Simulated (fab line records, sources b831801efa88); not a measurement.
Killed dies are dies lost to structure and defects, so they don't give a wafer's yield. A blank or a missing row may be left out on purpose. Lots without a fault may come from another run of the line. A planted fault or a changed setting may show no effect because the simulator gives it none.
fab line records | flow sky130
record lots=5 wafers=15 last_day=49
route steps=708 shown CONTACT@433 METAL1@434 PAD_OPEN@708
lots that met no fault: from a run of the same line without faults
start_h: hours from the record's first day to the start of the lot's first wafer shown | wait_h: hours since the lot's step before | " the same as in the row above | L1.1+2: a row that stands for several wafers | - no value, or no start given | * or withheld: withheld | < > ~ a bound
route shown NAME@n: a module of which the file shows steps, and the number in the route of the first | usual: mean/standard deviation of fault-free wafers | same: alike in all rows | chamber/n: place in a boat | sites: the reading at each site | _std_site: their standard deviation | _edge_site: outer sites' mean less inner sites' | radius_mm: how far each site lies from the wafer's centre | mask NAME#n: copy n | behind: the tool/chamber that last shaped the wafer | hold: why the lot was held/for how many hours/how that ended | device: the transistor (n, p or np) that didn't switch | end of line: the same wafers' tests at the end of the route | a step without rows: its recipe alone | killed: dies lost to structure and defects at the first sort, not the wafer's yield | map: a wafer's dies, x killed, . not, _ none there
set.NAME: the setting as run; set.NAME@STEP: as run at that earlier step | model.NAME: the simulator's own value behind a step, which no gauge read
lots at some steps of the route; a table a step, a row a wafer
services: from which hour (start_h, from the record's first day; less than 0 if before it) a tool's chamber was out of use, for how many hours, and why
## steps
# step SKY_CONTACT_CMP_27
# recipe stop_on=SiO2 t_overpolish_s=15 down_force_psi=3.5 platen_rpm=60 target_thk_nm=0 pad_velocity_m_s=0.94248
# usual motor_current_A=11.0/1.1 overpolish_run_s=15.001/0.0093 time_to_endpoint_s=81/5.3
# same t_overpolish_s=15
# columns lot.wafer tool chamber start_h wait_h motor_current_A overpolish_run_s time_to_endpoint_s
L622.4 cmp-02 1 730.83 0.0 10.7 15.003 74
L622.1 " 2 " " 11.0 15.003 78
L622.5 " 1 " " 10.5 15.007 78
L626.4 cmp-01 0 853.40 0.1 12.4 15.009 78
L626.3 " 2 " " 13.1 15.004 75
L626.5 " 3 " " 10.0 15.003 77
L636.4 cmp-02 2 865.32 0.0 10.8 14.985 76
L636.3 " 0 " " 9.7 15.009 87
L636.6 " 2 " " 10.6 15.000 74
L638.3 cmp-01 3 867.43 0.0 10.8 14.999 83
L638.5 " 3 " " 10.6 14.996 81
L638.6 " 0 " " 12.3 14.994 86
L640.1 cmp-02 1 877.09 0.1 9.9 15.017 72
L640.4 " 2 " " 10.6 15.005 76
L640.3 " 0 " " 9.8 15.010 90
# step SKY_METAL1_SPUTTER_00
# recipe material=Ti target_thk_nm=15 power_w=3000 time_s=10 chamber_pressure_pa=0.4
# usual throttle_valve_pct=30.5/0.94
# columns lot.wafer tool chamber start_h wait_h throttle_valve_pct
L622.1 pvd_sputter-03 - 731.13 0.2 31.3
L622.4 " - " " 31.1
L622.5 " - " " 29.9
L626.3 pvd_sputter-02 - 853.65 0.1 29.9
L626.4 " - " " 29.0
L626.5 " - " " 29.4
L636.3 pvd_sputter-03 - 865.62 0.1 29.9
L636.4 " - " " 31.3
L636.6 " - " " 31.3
L638.3 pvd_sputter-04 - 867.73 0.2 30.9
L638.5 " - " " 29.9
L638.6 " - " " 30.7
L640.1 pvd_sputter-03 - 877.39 0.2 29.9
L640.3 " - " " 31.2
L640.4 " - " " 31.6
# step SKY_METAL1_SPUTTER_01
# recipe material=TiN target_thk_nm=20 power_w=6500 time_s=16.7 chamber_pressure_pa=0.4
# step SKY_METAL1_SPUTTER_02
# recipe material=AlCu target_thk_nm=250 power_w=10600 time_s=13.3 chamber_pressure_pa=0.4
# usual throttle_valve_pct=30.5/0.94
# columns lot.wafer tool chamber start_h wait_h throttle_valve_pct
L622.1 pvd_sputter-03 - 731.18 0.0 31.4
L622.4 " - " " 31.4
L622.5 " - " " 30.0
L626.3 pvd_sputter-02 - 853.70 0.0 29.9
L626.4 " - " " 28.9
L626.5 " - " " 29.6
L636.3 pvd_sputter-03 - 865.67 0.0 29.9
L636.4 " - " " 31.7
L636.6 " - " " 31.5
L638.3 pvd_sputter-04 - 867.78 0.0 30.5
L638.5 " - " " 29.7
L638.6 " - " " 30.6
L640.1 pvd_sputter-03 - 877.44 0.0 29.8
L640.3 " - " " 31.4
L640.4 " - " " 31.3
# step SKY_METAL1_SPUTTER_03
# recipe material=Ti target_thk_nm=5 power_w=3000 time_s=3.3 chamber_pressure_pa=0.4
# usual throttle_valve_pct=30.5/0.94
# columns lot.wafer tool chamber start_h wait_h throttle_valve_pct
L622.1 pvd_sputter-03 - 731.20 0.0 31.3
L622.4 " - " " 31.3
L622.5 " - " " 29.9
L626.3 pvd_sputter-02 - 853.72 0.0 30.1
L626.4 " - " " 29.1
L626.5 " - " " 29.7
L636.3 pvd_sputter-03 - 865.69 0.0 29.9
L636.4 " - " " 31.3
L636.6 " - " " 31.3
L638.3 pvd_sputter-04 - 867.80 0.0 30.6
L638.5 " - " " 29.8
L638.6 " - " " 30.6
L640.1 pvd_sputter-03 - 877.47 0.0 29.8
L640.3 " - " " 31.2
L640.4 " - " " 31.4
# step SKY_METAL1_SPUTTER_04
# recipe material=TiN target_thk_nm=70 power_w=6500 time_s=58.3 chamber_pressure_pa=0.4
# usual throttle_valve_pct=30.5/0.91
# columns lot.wafer tool chamber start_h wait_h throttle_valve_pct
L622.1 pvd_sputter-03 - 731.22 0.0 31.4
L622.4 " - " " 31.5
L622.5 " - " " 30.0
L626.3 pvd_sputter-02 - 853.74 0.0 29.7
L626.4 " - " " 29.2
L626.5 " - " " 29.8
L636.3 pvd_sputter-03 - 865.71 0.0 30.0
L636.4 " - " " 31.6
L636.6 " - " " 31.0
L638.3 pvd_sputter-04 - 867.82 0.0 30.6
L638.5 " - " " 29.9
L638.6 " - " " 30.5
L640.1 pvd_sputter-03 - 877.49 0.0 29.9
L640.3 " - " " 31.2
L640.4 " - " " 32.0
# step SKY_METAL1_RS_MEAS_05
# recipe thk_meas_gauge=four-point-probe reads=TiN_of_METAL1_SPUTTER_04+Ti_of_METAL1_SPUTTER_03+AlCu_of_METAL1_SPUTTER_02+TiN_of_METAL1_SPUTTER_01+Ti_of_METAL1_SPUTTER_00
# usual METAL1_ALCU_RS=0.1274/0.0018
# columns lot.wafer tool chamber start_h wait_h METAL1_ALCU_RS[ohm/sq]
L622.1 film_metro-01 - 731.27 0.0 0.1271
L622.4 " - " " 0.1281
L622.5 " - " " 0.1262
L626.3 film_metro-01 - 853.84 0.1 0.1295
L626.4 " - " " 0.1261
L626.5 " - " " 0.1292
L636.3 film_metro-03 - 865.80 0.1 0.1269
L636.4 " - " " 0.1289
L636.6 " - " " 0.1268
L638.3 film_metro-03 - 867.91 0.1 0.1284
L638.5 " - " " 0.1288
L638.6 " - " " 0.1281
L640.1 film_metro-01 - 877.53 0.0 0.1265
L640.3 " - " " 0.1269
L640.4 " - " " 0.1296
# step SKY_METAL1_THK_MEAS_06
# recipe thk_meas_gauge=xrf reads=AlCu_of_METAL1_SPUTTER_02
# usual METAL1_ALCU_THK=243/3.9
# columns lot.wafer tool chamber start_h wait_h METAL1_ALCU_THK[nm]
L622.1 film_metro-01 - 731.39 0.1 244
L622.4 " - " " 243
L622.5 " - " " 243
L626.3 film_metro-01 - 853.94 0.1 236
L626.4 " - " " 243
L626.5 " - " " 235
L636.3 film_metro-03 - 865.90 0.1 244
L636.4 " - " " 244
L636.6 " - " " 242
L638.3 film_metro-03 - 868.01 0.1 244
L638.5 " - " " 243
L638.6 " - " " 244
L640.1 film_metro-01 - 877.65 0.1 246
L640.3 " - " " 244
L640.4 " - " " 240
# step SKY_METAL1_DEHYDRATE_07
# recipe temp_c=200 time_s=60
# step SKY_METAL1_HMDS_08
# recipe prime_time_s=60 prime_temp_c=120
# step SKY_METAL1_COAT_09
# recipe resist=BARC temp_c=withheld time_s=withheld spin_rpm=3000 resist_thk_nm=60
# step SKY_METAL1_COAT_10
# recipe resist=KrF-thick spin_rpm=3000 resist_thk_nm=450
# step SKY_METAL1_SOFTBAKE_11
# recipe temp_c=100 time_s=90 resist=KrF-thick
# usual run_length_s=119.07/0.28
# columns lot.wafer tool chamber start_h wait_h run_length_s
L622.1 litho_track-02 0 745 - 118.92
L622.4 " 0 " " 118.75
L622.5 " 0 " " 118.86
L626.3 litho_track-02 0 866 - 119.07
L626.4 " 0 " " 119.06
L626.5 " 0 " " 118.74
L636.3 litho_track-02 0 878 - 125.46
L636.4 " 0 " " 118.74
L636.6 " 0 " " 125.47
L638.3 litho_track-04 0 880 - 119.77
L638.5 " 0 " " 119.50
L638.6 " 0 " " 119.79
L640.1 litho_track-03 0 890 - 119.06
L640.3 " 0 " " 119.05
L640.4 " 0 " " 119.29
# step SKY_METAL1_EXPOSE_12
# recipe mask_id=MM1 na=0.8 source_shape=annular sigma_inner=0.55 sigma_outer=0.85 target_cd_nm=140 dose_mj=28
# step SKY_PAD_OPEN_PROBE_99
# usual defect_limited_yield=82.8/2 killed_at_M0_to_M3=42/7.3 killed_at_M4_up=3.4/2 killed_at_contacts=24/5.8 killed_at_front_end=15/4.6 killed_at_other=0.3/0.62 killed_dies=84/9.8 killed_open=47/6.9 killed_short=38/6.3 sort_bin_3_pad_short=0.8/0.38 sort_bin_5_function=10.2/1.5 sort_bin_6_memory=6.2/1.1 sort_n_pass=408/9.8 sort_yield_pct=82.8/2
# same gross_dies=492 killed_at_back_side=0 sort_bin_4_leakage[%]=0 sort_bin_8_speed[%]=0
# columns lot.wafer tool chamber start_h wait_h defect_limited_yield[%] killed_at_M0_to_M3 killed_at_M4_up killed_at_contacts killed_at_front_end killed_at_other killed_dies killed_open killed_short sort_bin_3_pad_short[%] sort_bin_5_function[%] sort_bin_6_memory[%] sort_n_pass sort_yield_pct[%]
L622.1 prober-02 - 1064.20 0.1 80.1 55 2 22 19 0 98 54 44 0.6 11.2 8.1 394 80.1
L622.4 prober-02 - 1064.35 0.2 84.6 44 2 21 9 0 76 51 25 0.6 10.0 4.9 416 84.6
L622.5 prober-02 - 1064.40 0.2 82.3 39 3 35 10 0 87 54 33 1.2 11.2 5.3 405 82.3
L626.3 prober-02 - 1166.80 0.2 83.7 34 4 27 15 0 80 40 40 0.8 11.2 4.3 412 83.7
L626.4 prober-02 - 1166.85 0.2 80.9 45 6 28 15 0 94 49 45 1.0 11.0 7.1 398 80.9
L626.5 prober-02 - 1166.90 0.2 80.1 37 9 29 22 1 98 53 45 1.0 11.2 7.7 394 80.1
L638.3 prober-01 - 1175.67 0.2 79.5 41 5 35 19 1 101 54 47 1.2 12.6 6.7 391 79.5
L638.5 prober-01 - 1175.77 0.2 81.9 48 6 21 14 0 89 56 33 0.8 10.6 6.7 403 81.9
L638.6 prober-01 - 1175.82 0.2 80.9 45 5 25 19 0 94 45 49 1.0 11.6 6.5 398 80.9
L636.3 prober-02 - 1176.01 0.2 81.7 54 2 25 9 0 90 48 42 1.4 10.2 6.7 402 81.7
L636.4 prober-02 - 1176.06 0.2 80.9 52 2 28 12 0 94 49 45 1.0 12.2 5.9 398 80.9
L636.6 prober-02 - 1176.16 0.2 82.1 41 4 23 20 0 88 46 42 0.2 10.6 7.1 404 82.1
L640.1 prober-02 - 1180.43 0.1 83.9 42 3 24 10 0 79 44 35 1.0 9.3 5.7 413 83.9
L640.3 prober-02 - 1180.53 0.2 81.5 33 3 31 23 1 91 52 39 1.0 9.1 8.3 401 81.5
L640.4 prober-02 - 1180.58 0.2 81.7 42 3 29 15 1 90 48 42 0.8 11.8 5.7 402 81.7
# killed by level:class
L622.1 CONTACT:geometric_particle:open=13 VIA3:geometric_particle:open=12 FIELD_ISO:geometric_particle:short=7 VIA2:geometric_particle:short=7 VIA1:geometric_particle:open=6 METAL2:geometric_particle:short=6 VIA3:geometric_particle:short=6 VIA2:geometric_particle:open=5
L622.4 VIA2:geometric_particle:open=11 VIA3:geometric_particle:open=10 CONTACT:geometric_particle:open=8 LI_CONTACT:geometric_particle:open=6 FIELD_ISO:geometric_particle:open=5 LOCAL_INTERCONNECT:geometric_particle:short=4 VIA1:geometric_particle:short=4 VIA3:geometric_particle:short=4
L622.5 LI_CONTACT:geometric_particle:open=12 CONTACT:geometric_particle:open=11 LOCAL_INTERCONNECT:geometric_particle:short=7 VIA1:geometric_particle:open=7 METAL2:geometric_particle:short=6 VIA2:geometric_particle:open=6 VIA3:geometric_particle:open=6 METAL3:geometric_particle:short=5
L626.3 VIA3:geometric_particle:open=7 LI_CONTACT:geometric_particle:open=6 VIA2:geometric_particle:open=6 LOCAL_INTERCONNECT:geometric_particle:short=6 POLY_GATE:geometric_particle:short=5 CONTACT:geometric_particle:short=5 CONTACT:geometric_particle:open=5 METAL1:geometric_particle:short=5
L626.4 LI_CONTACT:geometric_particle:open=11 METAL1:geometric_particle:short=9 CONTACT:geometric_particle:open=8 VIA2:geometric_particle:open=7 VIA3:geometric_particle:open=7 VIA1:geometric_particle:open=5 FIELD_ISO:geometric_particle:short=4 POLY_GATE:geometric_particle:short=4
L626.5 VIA1:geometric_particle:open=11 CONTACT:geometric_particle:short=8 POLY_GATE:geometric_particle:open=7 LI_CONTACT:geometric_particle:open=7 POLY_GATE:geometric_particle:short=6 CONTACT:geometric_particle:open=6 VIA2:geometric_particle:short=6 FIELD_ISO:geometric_particle:short=5
L638.3 VIA1:geometric_particle:open=11 CONTACT:geometric_particle:short=9 CONTACT:geometric_particle:open=9 LI_CONTACT:geometric_particle:open=7 FIELD_ISO:geometric_particle:open=6 VIA2:geometric_particle:open=6 VIA3:geometric_particle:short=6 LOCAL_INTERCONNECT:geometric_particle:short=5
L638.5 VIA1:geometric_particle:open=15 VIA3:geometric_particle:open=9 CONTACT:geometric_particle:open=7 POLY_GATE:geometric_particle:open=6 METAL1:geometric_particle:short=6 METAL2:geometric_particle:short=6 VIA2:geometric_particle:open=6 LI_CONTACT:geometric_particle:open=4
L638.6 VIA1:geometric_particle:open=9 VIA2:geometric_particle:open=9 METAL2:geometric_particle:short=7 LI_CONTACT:geometric_particle:open=7 CONTACT:geometric_particle:open=7 POLY_GATE:geometric_particle:short=6 CONTACT:geometric_particle:short=5 METAL1:geometric_particle:short=5
L636.3 VIA1:geometric_particle:open=14 CONTACT:geometric_particle:open=9 LI_CONTACT:geometric_particle:open=8 VIA2:geometric_particle:open=8 METAL1:geometric_particle:short=7 VIA1:geometric_particle:short=6 VIA3:geometric_particle:open=6 LOCAL_INTERCONNECT:geometric_particle:short=5
L636.4 VIA1:geometric_particle:open=14 CONTACT:geometric_particle:open=8 METAL2:geometric_particle:short=8 VIA1:geometric_particle:short=8 LI_CONTACT:geometric_particle:open=7 VIA2:geometric_particle:open=7 CONTACT:geometric_particle:short=6 LOCAL_INTERCONNECT:geometric_particle:short=5
L636.6 CONTACT:geometric_particle:open=9 VIA1:geometric_particle:open=9 VIA3:geometric_particle:open=9 VIA2:geometric_particle:open=7 POLY_GATE:geometric_particle:short=6 LI_CONTACT:geometric_particle:open=6 METAL1:geometric_particle:short=5 FIELD_ISO:geometric_particle:short=4
L640.1 VIA1:geometric_particle:open=11 LI_CONTACT:geometric_particle:open=9 METAL1:geometric_particle:short=8 CONTACT:geometric_particle:open=6 CONTACT:geometric_particle:short=6 VIA2:geometric_particle:open=6 VIA1:geometric_particle:short=5 POLY_GATE:geometric_particle:open=4
L640.3 VIA1:geometric_particle:open=13 CONTACT:geometric_particle:open=11 POLY_GATE:geometric_particle:short=9 LI_CONTACT:geometric_particle:open=7 POLY_GATE:geometric_particle:open=6 LOCAL_INTERCONNECT:geometric_particle:short=5 CONTACT:geometric_particle:short=5 VIA2:geometric_particle:open=5
L640.4 VIA1:geometric_particle:open=11 LI_CONTACT:geometric_particle:open=10 CONTACT:geometric_particle:short=8 CONTACT:geometric_particle:open=7 POLY_GATE:geometric_particle:open=5 METAL2:geometric_particle:short=5 VIA3:geometric_particle:open=5 LI_CONTACT:geometric_particle:short=4
## services
# columns tool chamber start_h hours kind
pvd_sputter-04 - 713.45 1.0 repair
pvd_sputter-04 - 721.00 1.3 repair
pvd_sputter-02 - 725.86 0.5 repair
cmp-02 - 744.04 4.0 pm
cmp-02 - 748.04 - consumable_replace:conditioner
cmp-02 - 748.04 - consumable_replace:pad
pvd_sputter-04 - 749.59 3.3 repair
pvd_sputter-04 - 752.64 0.5 repair
pvd_sputter-02 - 753.06 2.0 repair
pvd_sputter-03 - 768.61 2.6 repair
cmp-02 - 771.87 0.7 repair
cmp-01 - 781.09 6.2 pm
cmp-01 - 797.86 0.8 repair
pvd_sputter-02 - 829.06 0.9 repair
cmp-01 - 831.85 10.3 pm
pvd_sputter-03 - 846.38 2.2 repair
cmp-02 - 847.73 0.8 repair
## key
first_sign step=SKY_METAL1_SOFTBAKE_11 reading=run_length_s direction=up sigmas=23 usual=* struck=*
effect none on later readings
met_at SKY_METAL1_SOFTBAKE_11
struck_wafers L636.3,L636.6
onset_between 866 878
fault kind=process_parameter_drift tool=litho_track-02 chamber=- onset_h=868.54 steps=SKY_METAL1_SOFTBAKE_11 channel=time_s offset=* shape=step end_h=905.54 scope=struck_wafers_only acts_in=* stated=*
